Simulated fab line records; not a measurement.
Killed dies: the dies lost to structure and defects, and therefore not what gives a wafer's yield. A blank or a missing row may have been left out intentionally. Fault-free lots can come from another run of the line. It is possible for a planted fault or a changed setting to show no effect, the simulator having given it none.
fab line records -- flow gf180mcu
record: lots: 11, wafers: 33, last-day: 31
route steps=602 shown VT_IMPLANT@98 LVPWELL@138 DUAL_GATE@144
lots that met no fault: from a run of the same line without faults
start-h: start of the lot's first displayed wafer, in hours after the record's first day -- wait-h: how many hours have passed since the lot's step before this one -- " identical to the entry in the row above -- L1.1+2: several wafers, shown together as one row -- - no value, or no start was given -- * or withheld: withheld -- < > ~ a bound
route shown NAME@n: NAME is a module with steps in the file, n the number in the route of the first one -- usual: average and standard deviation across the fault-free wafers -- same: alike in all rows -- chamber/n: place in a boat -- sites: per-site readings -- _std_site: how widely they spread, as a standard deviation -- _edge_site: the outer-site mean with the inner-site mean subtracted -- radius-mm: for every site, how far away it sits from the centre of the wafer -- mask NAME#n: copy n -- behind: the tool/chamber that last shaped the wafer -- hold: cause of the lot's hold/its duration in hours/its outcome -- device: the transistor (n, p or np) that didn't switch -- end of line: tests run on the same wafers once the route is complete -- a step given without rows: its recipe and nothing more -- killed: dies that structure and defects cost at the first sort, which is not the same as the wafer's yield -- map: the dies of a wafer, with x for killed, . for not killed, _ for no die there
set.NAME: the setting the step ran with; set.NAME@STEP: the setting that earlier step ran with -- model.NAME: the simulator's own value behind a step, which no gauge read
one table for each step of the route and one row for each wafer, over a sample of lots
services: from which hour (start-h, from the record's first day; less than 0 if before it) a tool's chamber was out of use, for how many hours, and why
== steps ==
step: GF_VT_IMPLANT_IMPLANT_08
recipe: species: BF2, energy-kev: 20, dose-cm2: 8.29e+12, tilt-deg: 7
usual: end-station-pressure-torr: 5.01e-06/2.7e-07, implant-ion-amu: 49/0
lot.wafer,tool,chamber,start-h,wait-h,end-station-pressure-torr,implant-ion-amu
L246.2,implanter-02,0,111.27,0.0,5.46e-06,49
L246.3,implanter-02,0,111.27,0.0,5.13e-06,49
L246.4,implanter-02,0,111.27,0.0,4.57e-06,49
L247.2,implanter-03,0,117.51,0.0,5.31e-06,49
L247.3,implanter-03,0,117.51,0.0,4.66e-06,49
L247.6,implanter-03,0,117.51,0.0,5.23e-06,49
L248.2,implanter-02,0,126.56,0.0,5.08e-06,49
L248.4,implanter-02,0,126.56,0.0,4.92e-06,49
L248.5,implanter-02,0,126.56,0.0,4.66e-06,49
L249.1,implanter-02,0,128.93,0.0,5.04e-06,49
L249.2,implanter-02,0,128.93,0.0,5.24e-06,49
L249.6,implanter-02,0,128.93,0.0,4.97e-06,49
L250.4,implanter-02,0,136.06,0.1,4.93e-06,49
L250.5,implanter-02,0,136.06,0.1,4.59e-06,49
L250.6,implanter-02,0,136.06,0.1,4.88e-06,49
L251.2,implanter-02,0,144.76,0.0,5.17e-06,49
L251.5,implanter-02,0,144.76,0.0,4.56e-06,49
L251.6,implanter-02,0,144.76,0.0,4.68e-06,49
L252.3,implanter-03,0,148.64,0.1,5.02e-06,49
L252.4,implanter-03,0,148.64,0.1,4.46e-06,49
L252.6,implanter-03,0,148.64,0.1,4.64e-06,49
L253.3,implanter-03,0,154.29,0.1,5.42e-06,11
L253.5,implanter-03,0,154.29,0.1,4.73e-06,11
L253.6,implanter-03,0,154.29,0.1,4.82e-06,11
L254.1,implanter-03,0,162.93,0.0,5.21e-06,11
L254.3,implanter-03,0,162.93,0.0,5.02e-06,11
L254.4,implanter-03,0,162.93,0.0,4.57e-06,11
L255.3,implanter-01,0,167.49,0.1,4.66e-06,11
L255.4,implanter-01,0,167.49,0.1,4.9e-06,11
L255.5,implanter-01,0,167.49,0.1,4.87e-06,11
L256.3,implanter-01,0,174.13,0.1,5.05e-06,11
L256.4,implanter-01,0,174.13,0.1,5.18e-06,11
L256.6,implanter-01,0,174.13,0.1,4.71e-06,11
step: GF_VT_IMPLANT_TW_MEAS_10
usual: VT_IMPLANT_TW: 560/3.7
lot.wafer,tool,chamber,start-h,wait-h,VT_IMPLANT_TW
L246.2,film-metro-02,-,111.50,0.1,557
L246.3,film-metro-02,-,111.50,0.1,555
L246.4,film-metro-02,-,111.50,0.1,552
L247.2,film-metro-03,-,117.75,0.1,559
L247.3,film-metro-03,-,117.75,0.1,559
L247.6,film-metro-03,-,117.75,0.1,557
L248.2,film-metro-02,-,126.79,0.1,557
L248.4,film-metro-02,-,126.79,0.1,552
L248.5,film-metro-02,-,126.79,0.1,553
L249.1,film-metro-02,-,129.18,0.1,556
L249.2,film-metro-02,-,129.18,0.1,559
L249.6,film-metro-02,-,129.18,0.1,555
L250.4,film-metro-01,-,136.27,0.1,565
L250.5,film-metro-01,-,136.27,0.1,565
L250.6,film-metro-01,-,136.27,0.1,563
L251.2,film-metro-02,-,145.00,0.1,559
L251.5,film-metro-02,-,145.00,0.1,558
L251.6,film-metro-02,-,145.00,0.1,559
L252.3,film-metro-01,-,148.86,0.1,563
L252.4,film-metro-01,-,148.86,0.1,563
L252.6,film-metro-01,-,148.86,0.1,562
L253.3,film-metro-03,-,154.51,0.1,364
L253.5,film-metro-03,-,154.51,0.1,364
L253.6,film-metro-03,-,154.51,0.1,365
L254.1,film-metro-01,-,163.18,0.1,370
L254.3,film-metro-01,-,163.18,0.1,369
L254.4,film-metro-01,-,163.18,0.1,368
L255.3,film-metro-03,-,167.71,0.1,362
L255.4,film-metro-03,-,167.71,0.1,363
L255.5,film-metro-03,-,167.71,0.1,362
L256.3,film-metro-02,-,174.35,0.1,364
L256.4,film-metro-02,-,174.35,0.1,365
L256.6,film-metro-02,-,174.35,0.1,363
step: GF_VT_IMPLANT_OVL_MEAS_40
usual: VT_IMPLANT_03_OVL: 0.0/1.5
lot.wafer,tool,chamber,start-h,wait-h,VT_IMPLANT_03_OVL[nm]
L246.2,overlay-01,-,156.31,0.1,0.6
L246.3,overlay-01,-,156.31,0.1,1.1
L246.4,overlay-01,-,156.31,0.1,1.7
L247.2,overlay-02,-,163.50,0.1,1.9
L247.3,overlay-02,-,163.50,0.1,0.8
L247.6,overlay-02,-,163.50,0.1,1.2
L248.2,overlay-02,-,173.15,0.1,-3.5
L248.4,overlay-02,-,173.15,0.1,-4.2
L248.5,overlay-02,-,173.15,0.1,-1.7
L249.1,overlay-01,-,176.91,0.1,1.1
L249.2,overlay-01,-,176.91,0.1,-0.3
L249.6,overlay-01,-,176.91,0.1,1.0
L250.4,overlay-01,-,183.96,0.1,-1.0
L250.5,overlay-01,-,183.96,0.1,-1.1
L250.6,overlay-01,-,183.96,0.1,-3.0
L251.2,overlay-01,-,193.46,0.1,-2.6
L251.5,overlay-01,-,193.46,0.1,-2.7
L251.6,overlay-01,-,193.46,0.1,-1.9
L252.3,overlay-01,-,197.76,0.1,-1.0
L252.4,overlay-01,-,197.76,0.1,0.3
L252.6,overlay-01,-,197.76,0.1,-0.5
L253.3,overlay-02,-,204.16,0.1,-0.6
L253.5,overlay-02,-,204.16,0.1,-1.4
L253.6,overlay-02,-,204.16,0.1,-1.8
L254.1,overlay-02,-,213.60,0.1,-3.7
L254.3,overlay-02,-,213.60,0.1,-2.8
L254.4,overlay-02,-,213.60,0.1,-3.1
L255.3,overlay-01,-,218.57,0.1,-0.1
L255.4,overlay-01,-,218.57,0.1,-1.3
L255.5,overlay-01,-,218.57,0.1,0.4
L256.3,overlay-01,-,226.22,0.1,0.7
L256.4,overlay-01,-,226.22,0.1,2.3
L256.6,overlay-01,-,226.22,0.1,1.7
step: GF_VT_IMPLANT_RS_MEAS_48
recipe: thk-meas-gauge: four-point-probe
usual: LVPWELL_RS: 1196/3.3
lot.wafer,tool,chamber,start-h,wait-h,LVPWELL_RS[ohm/sq]
L246.2,film-metro-03,-,157.06,0.1,1198
L246.3,film-metro-03,-,157.06,0.1,1201
L246.4,film-metro-03,-,157.06,0.1,1195
L247.2,film-metro-03,-,164.25,0.1,1196
L247.3,film-metro-03,-,164.25,0.1,1194
L247.6,film-metro-03,-,164.25,0.1,1200
L248.2,film-metro-01,-,173.90,0.1,1200
L248.4,film-metro-01,-,173.90,0.1,1197
L248.5,film-metro-01,-,173.90,0.1,1200
L249.1,film-metro-04,-,177.64,0.1,1190
L249.2,film-metro-04,-,177.64,0.1,1193
L249.6,film-metro-04,-,177.64,0.1,1189
L250.4,film-metro-01,-,184.75,0.1,1196
L250.5,film-metro-01,-,184.75,0.1,1200
L250.6,film-metro-01,-,184.75,0.1,1198
L251.2,film-metro-01,-,194.31,0.1,1199
L251.5,film-metro-01,-,194.31,0.1,1199
L251.6,film-metro-01,-,194.31,0.1,1199
L252.3,film-metro-04,-,198.53,0.1,1195
L252.4,film-metro-04,-,198.53,0.1,1193
L252.6,film-metro-04,-,198.53,0.1,1195
L253.3,film-metro-03,-,204.92,0.1,1198
L253.5,film-metro-03,-,204.92,0.1,1197
L253.6,film-metro-03,-,204.92,0.1,1195
L254.1,film-metro-03,-,214.34,0.1,1198
L254.3,film-metro-03,-,214.34,0.1,1200
L254.4,film-metro-03,-,214.34,0.1,1204
L255.3,film-metro-01,-,219.33,0.1,1196
L255.4,film-metro-01,-,219.33,0.1,1196
L255.5,film-metro-01,-,219.33,0.1,1195
L256.3,film-metro-01,-,226.99,0.1,1197
L256.4,film-metro-01,-,226.99,0.1,1194
L256.6,film-metro-01,-,226.99,0.1,1193
step: GF_DUAL_GATE_THK_MEAS_03
recipe: reads: SiO2_of_DUAL_GATE_OXIDATION_02
usual: DUAL_GATE_OXIDATION_00_THK: 10.87/0.21
lot.wafer,tool,chamber,start-h,wait-h,DUAL_GATE_OXIDATION_00_THK[nm]
L246.2,film-metro-02,-,158.92,0.0,11.03
L246.3,film-metro-02,-,158.92,0.0,10.68
L246.4,film-metro-02,-,158.92,0.0,10.65
L247.2,film-metro-02,-,166.11,0.0,10.62
L247.3,film-metro-02,-,166.11,0.0,10.80
L247.6,film-metro-02,-,166.11,0.0,10.85
L248.2,film-metro-02,-,176.90,0.0,10.96
L248.4,film-metro-02,-,176.90,0.0,10.86
L248.5,film-metro-02,-,176.90,0.0,10.79
L249.1,film-metro-04,-,179.89,0.0,10.75
L249.2,film-metro-04,-,179.89,0.0,10.69
L249.6,film-metro-04,-,179.89,0.0,10.71
L250.4,film-metro-04,-,186.67,0.0,11.28
L250.5,film-metro-04,-,186.67,0.0,11.02
L250.6,film-metro-04,-,186.67,0.0,11.12
L251.2,film-metro-04,-,197.34,0.0,10.79
L251.5,film-metro-04,-,197.34,0.0,11.03
L251.6,film-metro-04,-,197.34,0.0,11.04
L252.3,film-metro-03,-,200.38,0.0,10.95
L252.4,film-metro-03,-,200.38,0.0,10.96
L252.6,film-metro-03,-,200.38,0.0,11.06
L253.3,film-metro-04,-,207.58,0.0,10.51
L253.5,film-metro-04,-,207.58,0.0,10.81
L253.6,film-metro-04,-,207.58,0.0,10.62
L254.1,film-metro-03,-,216.41,0.0,10.48
L254.3,film-metro-03,-,216.41,0.0,10.35
L254.4,film-metro-03,-,216.41,0.0,10.22
L255.3,film-metro-03,-,221.27,0.0,10.89
L255.4,film-metro-03,-,221.27,0.0,10.71
L255.5,film-metro-03,-,221.27,0.0,10.76
L256.3,film-metro-03,-,229.53,0.0,11.05
L256.4,film-metro-03,-,229.53,0.0,11.07
L256.6,film-metro-03,-,229.53,0.0,11.15
== services ==
tool,chamber,start-h,hours,kind
implanter-01,-,122.65,2.1,repair
implanter-02,-,125.18,1.2,repair
implanter-02,-,148.69,1.2,repair
implanter-02,-,159.76,1.7,repair
== key ==
first-sign: step: GF_VT_IMPLANT_IMPLANT_08, reading: implant-ion-amu, direction: down, sigmas: 99+, usual: 49, struck: 11
effect: step: GF_VT_IMPLANT_TW_MEAS_10, reading: VT_IMPLANT_TW, direction: down, sigmas: 53, usual: 560, struck: 365
met-at GF_VT_IMPLANT_IMPLANT_08
struck-lots L253,L254,L255,L256
tester-left-out L253,L254,L255,L256
not-acting-at GF_VT_IMPLANT_OVL_MEAS_40,GF_VT_IMPLANT_RS_MEAS_48,GF_DUAL_GATE_THK_MEAS_03
onset-between 148.64 154.29
fault: kind: wrong-recipe-download, tool: implanter-01,implanter-02,implanter-03, chamber: -, onset-h: 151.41, steps: GF_VT_IMPLANT_IMPLANT_08, wrong-recipe.not-listed: 1
tester-left-out: of these lots the tester's yield and bins aren't shown, on N5 and GAA mostly nor the transistor test; their killed dies are dies lost to structure and defects alone, not to doping, threshold or leakage, so they don't give the yield
